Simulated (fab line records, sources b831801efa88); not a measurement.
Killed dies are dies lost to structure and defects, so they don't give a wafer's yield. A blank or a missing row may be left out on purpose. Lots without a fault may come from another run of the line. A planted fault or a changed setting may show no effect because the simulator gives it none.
Split-lot experiment | flow gf180mcu | 5 lots, 23 wafers read, on a route of 602 steps

THE SPLIT
At GF_M1_SPUTTER_04 (material TiN, target thk 50 nm, time 41.7 s), the setting power_w was moved away from the recipe's 6500 W on 5 of the 23 wafers read, by -10.0% to -5.5%. The other wafers ran this setting at the recipe's value.

The reading is taken at the split's own step.

THE READING
TiN_of_M1_SPUTTER_04.thk_nm (the simulator's own value, which no gauge read), in nm, at GF_M1_SPUTTER_04 (material TiN, target thk 50 nm, time 41.7 s). The file gives no usual value for it. The 18 wafers here that ran the recipe average 50.11 nm, standard deviation 0.53 nm.

wafer  | tool, chamber at the split | power_w as run, W | against the recipe | TiN_of_M1_SPUTTER_04.thk_nm, nm | against lot-mates on the recipe
L079.1 | pvd_sputter-01, -          | 6500              | recipe             | 49.05                           | -
L079.3 | pvd_sputter-01, -          | 6140              | -5.5%              | 46.24                           | -2.92
L079.4 | pvd_sputter-01, -          | 6500              | recipe             | 49.27                           | -
L079.5 | pvd_sputter-01, -          | 6140              | -5.5%              | 46.88                           | -2.28
L079.6 | pvd_sputter-01, -          | 6140              | -5.5%              | 46.83                           | -2.33
L081.1 | pvd_sputter-01, -          | 5848              | -10.0%             | 44.97                           | -5.49
L081.2 | pvd_sputter-01, -          | 6500              | recipe             | 50.72                           | -
L081.3 | pvd_sputter-01, -          | 6500              | recipe             | 50.45                           | -
L081.5 | pvd_sputter-01, -          | 5848              | -10.0%             | 45.26                           | -5.20
L081.6 | pvd_sputter-01, -          | 6500              | recipe             | 50.22                           | -
L080.1 | pvd_sputter-02, -          | 6500              | recipe             | 49.8                            | -
L080.2 | pvd_sputter-02, -          | 6500              | recipe             | 49.71                           | -
L080.3 | pvd_sputter-02, -          | 6500              | recipe             | 49.83                           | -
L080.4 | pvd_sputter-02, -          | 6500              | recipe             | 49.47                           | -
L080.5 | pvd_sputter-02, -          | 6500              | recipe             | 49.78                           | -
L082.1 | pvd_sputter-02, -          | 6500              | recipe             | 50.56                           | -
L082.2 | pvd_sputter-02, -          | 6500              | recipe             | 49.82                           | -
L082.3 | pvd_sputter-02, -          | 6500              | recipe             | 50.41                           | -
L082.4 | pvd_sputter-02, -          | 6500              | recipe             | 50.34                           | -
L082.5 | pvd_sputter-02, -          | 6500              | recipe             | 50.4                            | -
L085.3 | pvd_sputter-02, -          | 6500              | recipe             | 50.48                           | -
L085.4 | pvd_sputter-02, -          | 6500              | recipe             | 50.98                           | -
L085.6 | pvd_sputter-02, -          | 6500              | recipe             | 50.73                           | -

THE FIT
A straight line over all 23 wafers: TiN_of_M1_SPUTTER_04.thk_nm changes by +0.534 nm for each +1% of power_w; r = +0.96; the points scatter about the line by 0.55 nm.
The same after taking each lot's own level away (the mean of its wafers on the recipe; 23 wafers): +0.511 nm for each +1%; r = +0.99; scatter 0.26 nm.
On that fit, the largest move of power_w shifts the reading by 5.1 nm.
The lots' own levels span 49.160 to 50.730 nm, that is 3.0 times the standard deviation above.
So the lot-to-lot level changes the slope little: the two slopes agree.
Check: with one of the wafers moved furthest among these (-10.0%) left out of the fit, the line predicts -4.89 nm for it against its lot-mates. It came out at -5.49 nm against them.

OTHER SPLITS ON THESE WAFERS
These wafers also went through other splits before the reading. Each is held against what the fit with the lots' levels taken away leaves over:
other split on the same wafers   | wafers away from the commonest value | r with TiN_of_M1_SPUTTER_04.thk_nm (lot level and that fit taken away)
GF_SALICIDE_SPUTTER_02 time_s    | 7                                    | -0.14
GF_CONTACT_CVD_00 sih4_flow_sccm | 6                                    | +0.13
GF_CONTACT_PEB_12 peb_time_s     | 7                                    | +0.07

THE FILE'S OWN FIT
TiN_of_M1_SPUTTER_04.thk_nm changes by +0.514 nm for each +1% of power_w, r = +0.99.
